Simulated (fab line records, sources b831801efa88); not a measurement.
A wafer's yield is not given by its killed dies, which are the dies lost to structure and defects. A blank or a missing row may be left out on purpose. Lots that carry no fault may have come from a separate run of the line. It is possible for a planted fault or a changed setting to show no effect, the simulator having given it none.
fab line records -- flow sky130
record: lots: 12, wafers: 36, last-day: 50
route steps=708 shown LI_CONTACT@364 LOCAL_INTERCONNECT@388 CONTACT@416 PAD_OPEN@708
lots with no fault: from the same line, run without faults
start-h: the number of hours between the record's first day and the start of the first shown wafer of the lot -- wait-h: time in hours since the lot's previous step -- " unchanged from the row above -- L1.1+2: several wafers, shown together as one row -- - value missing, or start not given -- * or withheld: withheld -- < > ~ a bound
route shown NAME@n: names a module that has steps shown in the file, with the first one's number in the route -- usual: mean and standard deviation over wafers with no fault -- same: alike in all rows -- chamber/n: place in a boat -- sites: readings site by site -- _std_site: standard deviation of those values -- _edge_site: the outer-site mean with the inner-site mean subtracted -- radius-mm: how far each site lies from the wafer's centre -- mask NAME#n: copy n -- behind: the last tool/chamber to shape the wafer -- hold: cause of the lot's hold/its duration in hours/its outcome -- device: whichever transistor did not switch (one of n, p or np) -- end of line: at the end of the route, the tests of the same wafers -- a step with no rows: only its recipe -- killed: at the first sort, the dies lost to defects and structure; wafer yield is something else -- map: per-die view of a wafer (x killed, . not killed, _ where there is no die)
set.NAME: the run value of the setting; set.NAME@STEP: its run value at that earlier step -- model.NAME: the simulator's own value behind a step, which no gauge read
the route's steps for a sample of lots (tables are steps, rows are wafers)
services: the hour from which a tool's chamber was out of use, counted from the record's first day as start-h (under 0 if before that day), plus the number of hours and why
== steps ==
step: SKY_LI_CONTACT_CMP_02
recipe: material: PSG, down-force-psi: 4, platen-rpm: 60, pad-velocity-m-s: 0.94248
usual: edge-zone-pressure-frac: 1.001/0.0047, head-pressure-psi: 3.998/0.0094, motor-current-A: 11.4/0.9, time-to-endpoint-s: 32.9/2.4
lot.wafer,tool,chamber,start-h,wait-h,edge-zone-pressure-frac,head-pressure-psi,motor-current-A,time-to-endpoint-s
L865.2,cmp-01,3,649.69,0.0,1.001,3.998,9.0,35.5
L865.1,cmp-01,1,649.69,0.0,1.000,4.013,11.0,33.7
L865.4,cmp-01,2,649.69,0.0,0.995,3.988,10.8,33.7
L867.1,cmp-02,1,667.06,0.1,1.008,4.013,11.7,33.5
L867.2,cmp-02,3,667.06,0.1,1.001,3.990,11.5,31.8
L867.6,cmp-02,0,667.06,0.1,0.999,4.001,11.9,29.7
L869.1,cmp-02,0,700.29,0.1,1.000,3.985,11.9,32.6
L869.5,cmp-02,0,700.29,0.1,1.001,3.991,12.3,31.8
L869.6,cmp-02,1,700.29,0.1,1.000,4.009,11.6,30.3
L870.3,cmp-01,0,711.29,0.0,1.003,3.998,13.0,34.0
L870.6,cmp-01,0,711.29,0.0,0.996,4.007,13.0,32.6
L870.5,cmp-01,1,711.29,0.0,0.998,4.003,11.3,36.4
L875.1,cmp-02,1,741.14,0.1,1.003,4.010,11.6,32.2
L875.4,cmp-02,2,741.14,0.1,1.002,3.985,11.3,32.5
L875.6,cmp-02,1,741.14,0.1,1.000,4.003,11.9,30.9
L874.1,cmp-02,2,746.79,0.1,1.006,4.000,12.2,33.0
L874.2,cmp-02,3,746.79,0.1,1.002,3.994,11.3,35.0
L874.5,cmp-02,0,746.79,0.1,0.996,3.998,12.2,34.2
L876.4,cmp-02,3,747.80,0.1,0.997,3.996,11.4,32.2
L876.3,cmp-02,0,747.80,0.1,0.999,3.991,11.7,29.2
L876.6,cmp-02,2,747.80,0.1,1.003,4.004,11.3,32.6
L880.1,cmp-02,3,782.99,0.1,-,-,-,-
L880.2,cmp-02,0,782.99,0.1,-,-,-,-
L880.5,cmp-02,3,782.99,0.1,-,-,-,-
L881.2,cmp-02,1,787.52,0.0,-,-,-,-
L881.4,cmp-02,2,787.52,0.0,-,-,-,-
L881.5,cmp-02,1,787.52,0.0,-,-,-,-
L886.1,cmp-02,2,825.08,0.1,1.001,4.008,11.3,31.1
L886.3,cmp-02,0,825.08,0.1,1.000,3.994,11.7,31.0
L886.6,cmp-02,1,825.08,0.1,1.002,4.007,12.6,33.6
L887.1,cmp-01,0,825.39,0.1,1.002,4.001,12.5,35.7
L887.5,cmp-01,3,825.39,0.1,0.997,4.003,9.3,36.0
L887.6,cmp-01,0,825.39,0.1,0.994,4.006,12.3,38.1
L888.2,cmp-02,2,825.87,0.2,1.006,4.000,11.5,30.8
L888.6,cmp-02,3,825.87,0.2,1.000,3.992,11.4,29.2
L888.5,cmp-02,0,825.87,0.2,1.001,4.005,12.1,30.8
step: SKY_LI_CONTACT_BOW_MEAS_03
recipe: mode: bow
usual: LI_CONTACT_BOW: 56/6.6
lot.wafer,tool,chamber,start-h,wait-h,LI_CONTACT_BOW[um]
L865.1,film-metro-04,-,649.99,0.1,58
L865.2,film-metro-04,-,649.99,0.1,57
L865.4,film-metro-04,-,649.99,0.1,44
L867.1,film-metro-04,-,667.31,0.2,59
L867.2,film-metro-04,-,667.31,0.2,51
L867.6,film-metro-04,-,667.31,0.2,55
L869.1,film-metro-03,-,700.59,0.2,66
L869.5,film-metro-03,-,700.59,0.2,63
L869.6,film-metro-03,-,700.59,0.2,67
L870.3,film-metro-03,-,711.63,0.3,45
L870.5,film-metro-03,-,711.63,0.3,60
L870.6,film-metro-03,-,711.63,0.3,56
L875.1,film-metro-03,-,741.39,0.2,51
L875.4,film-metro-03,-,741.39,0.2,56
L875.6,film-metro-03,-,741.39,0.2,47
L874.1,film-metro-03,-,746.99,0.1,54
L874.2,film-metro-03,-,746.99,0.1,57
L874.5,film-metro-03,-,746.99,0.1,55
L876.3,film-metro-03,-,748.09,0.2,48
L876.4,film-metro-03,-,748.09,0.2,46
L876.6,film-metro-03,-,748.09,0.2,53
L880.1,film-metro-02,-,783.24,0.2,70
L880.2,film-metro-02,-,783.24,0.2,61
L880.5,film-metro-02,-,783.24,0.2,77
L881.2,film-metro-04,-,787.84,0.3,76
L881.4,film-metro-04,-,787.84,0.3,80
L881.5,film-metro-04,-,787.84,0.3,73
L886.1,film-metro-04,-,825.33,0.2,58
L886.3,film-metro-04,-,825.33,0.2,69
L886.6,film-metro-04,-,825.33,0.2,54
L887.1,film-metro-04,-,825.64,0.2,51
L887.5,film-metro-04,-,825.64,0.2,59
L887.6,film-metro-04,-,825.64,0.2,53
L888.2,film-metro-04,-,826.04,0.1,49
L888.5,film-metro-04,-,826.04,0.1,73
L888.6,film-metro-04,-,826.04,0.1,61
step: SKY_LI_CONTACT_ETCH_15
recipe: target: PSG, chemistry: C4F8/O2/Ar, stop-on: Si, taper-deg: 4.15, mask-material: KrF-thick, source-w: 1500, bias-w: 1200, pressure-mtorr: 40, c4f8-flow-sccm: withheld, O2_flow_sccm: 6, Ar_flow_sccm: 300, time-s: withheld, target-depth-a: 6000
usual: oes-product-au: 0.837/0.0047
lot.wafer,tool,chamber,start-h,wait-h,oes-product-au
L865.1,rie-diel-03,3,678.33,0.0,0.836
L865.2,rie-diel-03,0,678.33,0.0,0.841
L865.4,rie-diel-03,2,678.33,0.0,0.843
L867.1,rie-diel-02,0,696.41,0.0,0.829
L867.2,rie-diel-02,3,696.41,0.0,0.848
L867.6,rie-diel-02,2,696.41,0.0,0.834
L869.1,rie-diel-04,2,728.88,0.0,0.845
L869.5,rie-diel-04,0,728.88,0.0,0.833
L869.6,rie-diel-04,1,728.88,0.0,0.839
L870.3,rie-diel-02,2,739.79,0.0,0.832
L870.5,rie-diel-02,0,739.79,0.0,0.846
L870.6,rie-diel-02,1,739.79,0.0,0.837
L875.1,rie-diel-03,1,768.98,0.0,0.841
L875.4,rie-diel-03,3,768.98,0.0,0.840
L875.6,rie-diel-03,3,768.98,0.0,0.842
L874.1,rie-diel-03,2,774.63,0.0,0.840
L874.2,rie-diel-03,1,774.63,0.0,0.830
L874.5,rie-diel-03,3,774.63,0.0,0.837
L876.3,rie-diel-02,0,776.04,0.0,0.843
L876.4,rie-diel-02,3,776.04,0.0,0.845
L876.6,rie-diel-02,1,776.04,0.0,0.841
L880.1,rie-diel-03,3,809.66,0.0,1.641
L880.2,rie-diel-03,0,809.66,0.0,1.628
L880.5,rie-diel-03,2,809.66,0.0,1.638
L881.2,rie-diel-02,3,814.33,0.0,1.618
L881.4,rie-diel-02,1,814.33,0.0,1.618
L881.5,rie-diel-02,0,814.33,0.0,1.606
L886.1,rie-diel-02,3,851.48,0.0,0.848
L886.3,rie-diel-02,0,851.48,0.0,0.836
L886.6,rie-diel-02,0,851.48,0.0,0.833
L887.1,rie-diel-04,3,852.11,0.0,0.832
L887.5,rie-diel-04,2,852.11,0.0,0.836
L887.6,rie-diel-04,3,852.11,0.0,0.844
L888.2,rie-diel-03,1,853.13,0.0,0.837
L888.5,rie-diel-03,1,853.13,0.0,0.842
L888.6,rie-diel-03,0,853.13,0.0,0.835
step: SKY_LOCAL_INTERCONNECT_RS_MEAS_01
recipe: thk-meas-gauge: four-point-probe, reads: TiN_of_LOCAL_INTERCONNECT_SPUTTER_00
usual: LOCAL_INTERCONNECT_TIN_RS: 14.18/0.19
lot.wafer,tool,chamber,start-h,wait-h,LOCAL_INTERCONNECT_TIN_RS[ohm/sq]
L865.1,film-metro-01,-,679.52,0.0,14.16
L865.2,film-metro-01,-,679.52,0.0,14.10
L865.4,film-metro-01,-,679.52,0.0,14.30
L867.1,film-metro-03,-,697.59,0.0,13.82
L867.2,film-metro-03,-,697.59,0.0,13.88
L867.6,film-metro-03,-,697.59,0.0,13.73
L869.1,film-metro-03,-,730.07,0.0,14.26
L869.5,film-metro-03,-,730.07,0.0,14.20
L869.6,film-metro-03,-,730.07,0.0,14.28
L870.3,film-metro-01,-,741.02,0.1,14.04
L870.5,film-metro-01,-,741.02,0.1,14.11
L870.6,film-metro-01,-,741.02,0.1,14.04
L875.1,film-metro-04,-,770.17,0.0,14.05
L875.4,film-metro-04,-,770.17,0.0,14.11
L875.6,film-metro-04,-,770.17,0.0,14.19
L874.1,film-metro-03,-,775.98,0.0,14.34
L874.2,film-metro-03,-,775.98,0.0,14.25
L874.5,film-metro-03,-,775.98,0.0,14.35
L876.3,film-metro-01,-,777.27,0.1,14.22
L876.4,film-metro-01,-,777.27,0.1,14.05
L876.6,film-metro-01,-,777.27,0.1,14.05
L886.1,film-metro-03,-,852.67,0.0,13.74
L886.3,film-metro-03,-,852.67,0.0,13.86
L886.6,film-metro-03,-,852.67,0.0,13.92
L887.1,film-metro-01,-,853.47,0.0,14.26
L887.5,film-metro-01,-,853.47,0.0,14.27
L887.6,film-metro-01,-,853.47,0.0,14.41
L888.2,film-metro-04,-,854.69,0.1,14.26
L888.5,film-metro-04,-,854.69,0.1,14.20
L888.6,film-metro-04,-,854.69,0.1,14.27
step: SKY_CONTACT_SOFTBAKE_10
recipe: temp-c: 100, time-s: 93.48, resist: KrF-thick
usual: heater-power-total-W: 57.27/0.15, plate-sensor-t-centre-C: 100.88/0.01, plate-sensor-t-edge-C: 100.95/0.011
lot.wafer,tool,chamber,start-h,wait-h,heater-power-total-W,plate-sensor-t-centre-C,plate-sensor-t-edge-C
L865.1,litho-track-03,0,-,-,57.33,100.89,100.97
L865.2,litho-track-03,0,-,-,57.44,100.88,100.96
L865.4,litho-track-03,0,-,-,57.16,100.89,100.96
L867.1,litho-track-04,0,-,-,57.44,100.86,100.96
L867.2,litho-track-04,0,-,-,57.34,100.88,100.97
L867.6,litho-track-04,0,-,-,57.23,100.88,100.96
L869.1,litho-track-03,0,-,-,57.40,100.87,100.96
L869.5,litho-track-03,0,-,-,57.11,100.87,100.96
L869.6,litho-track-03,0,-,-,57.53,100.87,100.95
L870.3,litho-track-01,0,-,-,57.43,100.9,100.96
L870.5,litho-track-01,0,-,-,57.23,100.88,100.94
L870.6,litho-track-01,0,-,-,57.13,100.88,100.96
L875.1,litho-track-03,0,-,-,57.23,100.89,100.95
L875.4,litho-track-03,0,-,-,57.09,100.87,100.97
L875.6,litho-track-03,0,-,-,57.41,100.88,100.95
L874.1,litho-track-01,0,-,-,57.35,100.89,100.95
L874.2,litho-track-01,0,-,-,57.58,100.88,100.97
L874.5,litho-track-01,0,-,-,57.42,100.89,100.95
L876.3,litho-track-01,0,-,-,57.06,100.87,100.96
L876.4,litho-track-01,0,-,-,57.06,100.87,100.93
L876.6,litho-track-01,0,-,-,57.07,100.89,100.94
L886.1,litho-track-04,0,-,-,57.15,100.89,100.97
L886.3,litho-track-04,0,-,-,57.10,100.87,100.96
L886.6,litho-track-04,0,-,-,57.16,100.88,100.94
L887.1,litho-track-04,0,-,-,57.12,100.88,100.95
L887.5,litho-track-04,0,-,-,57.31,100.88,100.96
L887.6,litho-track-04,0,-,-,57.17,100.88,100.93
L888.2,litho-track-03,0,-,-,57.38,100.88,100.96
L888.5,litho-track-03,0,-,-,57.53,100.88,100.97
L888.6,litho-track-03,0,-,-,57.13,100.9,100.94
step: SKY_CONTACT_OVL_MEAS_15
usual: CONTACT_OVL: 1/5.6
lot.wafer,tool,chamber,start-h,wait-h,CONTACT_OVL[nm]
L865.1,overlay-02,-,737.30,0.1,13
L865.2,overlay-02,-,737.30,0.1,7
L865.4,overlay-02,-,737.30,0.1,7
L867.1,overlay-01,-,754.41,0.1,7
L867.2,overlay-01,-,754.41,0.1,6
L867.6,overlay-01,-,754.41,0.1,1
L869.1,overlay-02,-,787.08,0.1,4
L869.5,overlay-02,-,787.08,0.1,4
L869.6,overlay-02,-,787.08,0.1,-9
L870.3,overlay-01,-,795.71,0.1,9
L870.5,overlay-01,-,795.71,0.1,1
L870.6,overlay-01,-,795.71,0.1,-15
L875.1,overlay-02,-,824.16,0.1,-1
L875.4,overlay-02,-,824.16,0.1,4
L875.6,overlay-02,-,824.16,0.1,2
L874.1,overlay-02,-,827.38,0.1,12
L874.2,overlay-02,-,827.38,0.1,9
L874.5,overlay-02,-,827.38,0.1,3
L876.3,overlay-02,-,831.21,0.1,-7
L876.4,overlay-02,-,831.21,0.1,-2
L876.6,overlay-02,-,831.21,0.1,-2
L886.1,overlay-02,-,906.60,0.1,0
L886.3,overlay-02,-,906.60,0.1,3
L886.6,overlay-02,-,906.60,0.1,-3
L887.1,overlay-02,-,906.83,0.1,0
L887.5,overlay-02,-,906.83,0.1,-3
L887.6,overlay-02,-,906.83,0.1,-4
L888.2,overlay-02,-,908.86,0.1,-2
L888.5,overlay-02,-,908.86,0.1,-6
L888.6,overlay-02,-,908.86,0.1,5
step: SKY_PAD_OPEN_PROBE_99
usual: killed_at_M0_to_M3: 43/6.9, killed_at_M4_up: 3.0/1.8, killed-at-contacts: 24/4.8, killed-at-front-end: 15/4.5, killed-at-other: 0.4/0.67, killed-dies: 86/9.2, killed-on-rim: 17/3.5, killed-open: 46/6.9, killed-short: 39/6
same: gross-dies: 492, killed-at-back-side: 0
lot.wafer,tool,chamber,start-h,wait-h,killed_at_M0_to_M3,killed_at_M4_up,killed-at-contacts,killed-at-front-end,killed-at-other,killed-dies,killed-on-rim,killed-open,killed-short
L875.1,prober-01,-,1144.57,0.1,56,7,28,7,1,99,19,59,39
L875.4,prober-01,-,1144.72,0.2,47,3,21,10,0,81,15,49,31
L875.6,prober-01,-,1144.82,0.2,45,2,25,13,0,85,19,47,37
L876.3,prober-01,-,1147.57,0.2,31,3,23,16,0,73,11,44,28
L876.4,prober-01,-,1147.62,0.2,45,2,22,8,0,77,11,50,27
L876.6,prober-01,-,1147.72,0.2,32,2,19,19,0,72,9,44,27
L880.1,prober-02,-,1172.01,0.1,52,2,421,17,0,492,96,48,36
L880.2,prober-02,-,1172.06,0.1,41,3,430,18,0,492,96,49,36
L880.5,prober-02,-,1172.21,0.2,35,2,439,16,0,492,96,47,33
L881.2,prober-01,-,1174.52,0.1,36,1,442,12,1,492,96,42,34
L881.4,prober-01,-,1174.62,0.2,44,2,427,19,0,492,96,45,41
L881.5,prober-01,-,1174.67,0.2,46,1,430,13,2,492,96,50,33
killed by level:class
L875.1 VIA1:geometric-particle:open=13 CONTACT:geometric-particle:open=12 VIA2:geometric-particle:open=8 VIA3:geometric-particle:open=8 LI_CONTACT:geometric-particle:open=7 VIA1:geometric-particle:short=7 CONTACT:geometric-particle:short=6 VIA2:geometric-particle:short=5
L875.4 VIA1:geometric-particle:open=16 LI_CONTACT:geometric-particle:open=8 VIA3:geometric-particle:open=7 CONTACT:geometric-particle:open=6 VIA1:geometric-particle:short=5 METAL2:geometric-particle:short=5 POLY_GATE:geometric-particle:open=4 LOCAL_INTERCONNECT:geometric-particle:short=4
L875.6 VIA3:geometric-particle:open=10 VIA2:geometric-particle:open=8 LI_CONTACT:geometric-particle:open=7 VIA3:geometric-particle:short=6 LOCAL_INTERCONNECT:geometric-particle:short=6 CONTACT:geometric-particle:open=6 VIA1:geometric-particle:short=6 VIA1:geometric-particle:open=6
L876.3 CONTACT:geometric-particle:open=12 VIA3:geometric-particle:open=8 FIELD_ISO:geometric-particle:short=6 VIA1:geometric-particle:open=6 LI_CONTACT:geometric-particle:open=5 VIA3:geometric-particle:short=4 METAL1:geometric-particle:open=3 VIA1:geometric-particle:short=3
L876.4 LI_CONTACT:geometric-particle:open=13 VIA1:geometric-particle:open=9 CONTACT:geometric-particle:open=7 VIA3:geometric-particle:open=6 VIA2:geometric-particle:open=6 VIA2:geometric-particle:short=5 FIELD_ISO:geometric-particle:open=4 METAL1:geometric-particle:short=4
L876.6 VIA1:geometric-particle:open=8 VIA1:geometric-particle:short=8 VIA3:geometric-particle:open=8 CONTACT:geometric-particle:open=7 FIELD_ISO:geometric-particle:open=6 LI_CONTACT:geometric-particle:open=6 POLY_GATE:geometric-particle:open=4 LOCAL_INTERCONNECT:geometric-particle:short=4
L880.1 LI_CONTACT:area-cmp=406 METAL2:geometric-particle:short=9 VIA3:geometric-particle:open=8 VIA2:geometric-particle:open=7 VIA1:geometric-particle:short=7 POLY_GATE:geometric-particle:open=6 LI_CONTACT:geometric-particle:open=5 CONTACT:geometric-particle:open=5
L880.2 LI_CONTACT:area-cmp=406 VIA1:geometric-particle:open=11 LI_CONTACT:geometric-particle:open=8 VIA3:geometric-particle:open=7 FIELD_ISO:geometric-particle:open=6 CONTACT:geometric-particle:short=6 CONTACT:geometric-particle:open=5 VIA1:geometric-particle:short=5
L880.5 LI_CONTACT:area-cmp=412 CONTACT:geometric-particle:open=15 VIA1:geometric-particle:open=14 CONTACT:geometric-particle:short=7 VIA3:geometric-particle:open=7 POLY_GATE:geometric-particle:short=5 FIELD_ISO:geometric-particle:open=4 METAL2:geometric-particle:short=4
L881.2 LI_CONTACT:area-cmp=415 CONTACT:geometric-particle:open=14 VIA1:geometric-particle:open=7 VIA2:geometric-particle:open=7 LOCAL_INTERCONNECT:geometric-particle:short=6 METAL2:geometric-particle:short=6 VIA1:geometric-particle:short=5 LI_CONTACT:geometric-particle:open=4
L881.4 LI_CONTACT:area-cmp=406 METAL1:geometric-particle:short=9 VIA1:geometric-particle:open=8 VIA2:geometric-particle:open=7 LI_CONTACT:geometric-particle:open=6 VIA3:geometric-particle:open=6 CONTACT:geometric-particle:short=5 CONTACT:geometric-particle:open=5
L881.5 LI_CONTACT:area-cmp=409 VIA1:geometric-particle:open=13 LI_CONTACT:geometric-particle:open=9 METAL2:geometric-particle:short=9 CONTACT:geometric-particle:open=6 VIA2:geometric-particle:open=6 METAL2:geometric-particle:open=5 FIELD_ISO:geometric-particle:short=4
== services ==
tool,chamber,start-h,hours,kind
rie-diel-03,0,630.59,4.2,repair
rie-diel-02,-,679.45,2.8,pm
rie-diel-02,2,683.76,1.4,repair
cmp-01,-,685.36,2.6,repair
cmp-01,-,694.43,1.0,repair
rie-diel-04,3,701.75,15.0,repair
rie-diel-03,-,740.46,4.0,repair
rie-diel-04,2,741.33,10.3,repair
cmp-01,-,744.13,4.0,pm
cmp-02,-,774.40,2.1,repair
rie-diel-03,3,777.58,3.3,repair
rie-diel-04,-,786.63,2.8,pm
cmp-02,-,797.25,0.5,repair
rie-diel-02,2,801.45,6.5,repair
rie-diel-02,3,803.90,3.2,repair
cmp-01,-,844.10,3.7,repair
cmp-01,-,847.82,6.6,pm
rie-diel-03,3,848.24,-,clean
rie-diel-03,3,848.24,15.0,scheduled-down
rie-diel-02,-,854.07,0.7,repair
cmp-02,-,862.36,2.9,pm
cmp-02,-,866.93,4.5,pm
rie-diel-03,2,870.05,7.4,repair
rie-diel-04,3,882.70,2.9,repair
== key ==
first-sign: step: SKY_LI_CONTACT_CMP_02, reading: tool-record, direction: missing
effect: step: SKY_LI_CONTACT_BOW_MEAS_03, reading: LI_CONTACT_BOW, direction: up, sigmas: 2.6, usual: 56, struck: 73
effect: step: SKY_LI_CONTACT_ETCH_15, reading: oes-product-au, direction: up, sigmas: 99+, usual: 0.837, struck: 1.625
effect: step: SKY_PAD_OPEN_PROBE_99, reading: killed-at-contacts, direction: up, sigmas: 86, usual: 24, struck: 432
more-kills-born-at: SKY_LI_CONTACT_CMP_02@cmp-02: 2438
met-at SKY_LI_CONTACT_CMP_02
struck-lots L880,L881
later-rows-left-out L880.1,L880.2,L880.5,L881.2,L881.4,L881.5
tester-left-out L880,L881
not-acting-at SKY_LOCAL_INTERCONNECT_RS_MEAS_01,SKY_CONTACT_SOFTBAKE_10,SKY_CONTACT_OVL_MEAS_15
onset-between 747.80 782.99
fault: kind: skipped-step-whole, tool: cmp-02, chamber: -, onset-h: 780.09, steps: SKY_LI_CONTACT_CMP_02, scope: struck-lots-only
tester-left-out: of these lots the tester's yield and bins aren't shown, on N5 and GAA mostly nor the transistor test; their killed dies are dies lost to structure and defects alone, not to doping, threshold or leakage, so they don't give the yield
later-rows-left-out: the simulator's readings of these wafers behind a module that went badly wrong aren't trusted and aren't shown, but for the sort
